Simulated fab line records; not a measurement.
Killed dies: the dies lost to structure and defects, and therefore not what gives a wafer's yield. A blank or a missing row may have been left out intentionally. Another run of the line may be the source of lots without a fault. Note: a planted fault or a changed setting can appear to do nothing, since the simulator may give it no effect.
Which tool was responsible? | flow sky130 | Sampling: 14 lots, 42 wafers, 2 of 708 route steps

== WHAT THE GAUGES SHOWED, per wafer ==
SKY_PWDE_OVL_MEAS_07.
lot  | measured    | on         | PWDE_OVL (nm)
L353 | day 4 05:53 | overlay-01 | 2.6 1.6 -0.4
L354 | day 4 08:58 | overlay-01 | 1.5 0.8 1.3
L355 | day 4 14:54 | overlay-01 | 2.8 0.3 1.5
L357 | day 5 03:19 | overlay-01 | -0.2 0.7 1.0
L358 | day 5 09:18 | overlay-02 | 1.4 0.1 0.3
L359 | day 5 14:15 | overlay-02 | 2.6 1.4 1.7
L360 | day 5 20:28 | overlay-02 | 1.1 2.5 2.3
L363 | day 6 15:20 | overlay-01 | 2.5 0.6 -0.3
L364 | day 6 22:02 | overlay-02 | 1.5 -1.4 0.2
L369 | day 8 00:07 | overlay-02 | 1.3 0.2 -0.3
L371 | day 8 08:26 | overlay-02 | 0.5 1.2 1.4
L372 | day 8 12:24 | overlay-02 | -0.8 1.1 -0.2
L373 | day 8 17:46 | overlay-02 | -1.1 0.3 0.2
L374 | day 9 00:45 | overlay-02 | 1.8 1.7 1.1

SKY_NWELL_OVL_MEAS_10.
lot  | measured    | on         | NWELL_00_OVL (nm)
L353 | day 4 23:47 | overlay-02 | 2.6 -0.2 -0.2
L354 | day 5 02:53 | overlay-02 | 1.0 2.3 1.6
L355 | day 5 09:36 | overlay-01 | 2.0 -1.6 1.7
L357 | day 5 22:15 | overlay-01 | -2.3 0.1 0.6
L358 | day 6 04:04 | overlay-02 | 0.0 2.7 1.8
L359 | day 6 09:14 | overlay-01 | -0.8 -2.3 -0.5
L360 | day 6 15:31 | overlay-01 | -0.5 -0.3 0.1
L363 | day 7 11:38 | overlay-02 | 0.6 0.1 1.9
L364 | day 7 18:46 | overlay-01 | 0.0 0.3 0.9
L369 | day 8 22:11 | overlay-01 | -1.1 -1.9 -1.0
L371 | day 9 07:12 | overlay-02 | 1.8 1.9 -0.1
L372 | day 9 11:31 | overlay-02 | 0.8 0.5 0.4
L373 | day 9 17:13 | overlay-01 | -0.6 1.7 2.3
L374 | day 9 23:36 | overlay-01 | -2.7 -0.5 -0.9

== WHICH TOOL RAN EACH LOT (tool, then ch and the chambers of the sampled wafers, then the start) ==
The record holds no process step before these readings.

== AS READ BY THE TOOLS THEMSELVES (means over the sampled wafers that have a number; for cases with no such wafer, the mark the record gives instead) ==
The record holds no such reading with a usual standard deviation.

== THE ANSWER, worked out from the rows above alone ==
Rule: usual is defined by the lots themselves. The widest of any qualifying gaps counts: lots, ordered by their means at a reading, are off when they make up no more than a third of the lots, leave a main group of 4 or more, and stand apart from it by 3 or more times the standard deviation of that group's means. A main group is skipped when, at the precision printed for the reading in the tables above, its means are all equal. Also off: a lot with no number at a reading for which 4 or more lots have one. Any other lot the step has rows for is counted as sound. First the gauges in route order, then the tools' own readings, where a lot's mean is used as printed above. At the first step where some lot is off, the reading lying furthest off is the one used; lots without a number count as furthest.
Across all readings shown, no lot is off: no conclusion can be drawn from this.

== WHAT WAS PUT IN BY THE SIMULATOR ==
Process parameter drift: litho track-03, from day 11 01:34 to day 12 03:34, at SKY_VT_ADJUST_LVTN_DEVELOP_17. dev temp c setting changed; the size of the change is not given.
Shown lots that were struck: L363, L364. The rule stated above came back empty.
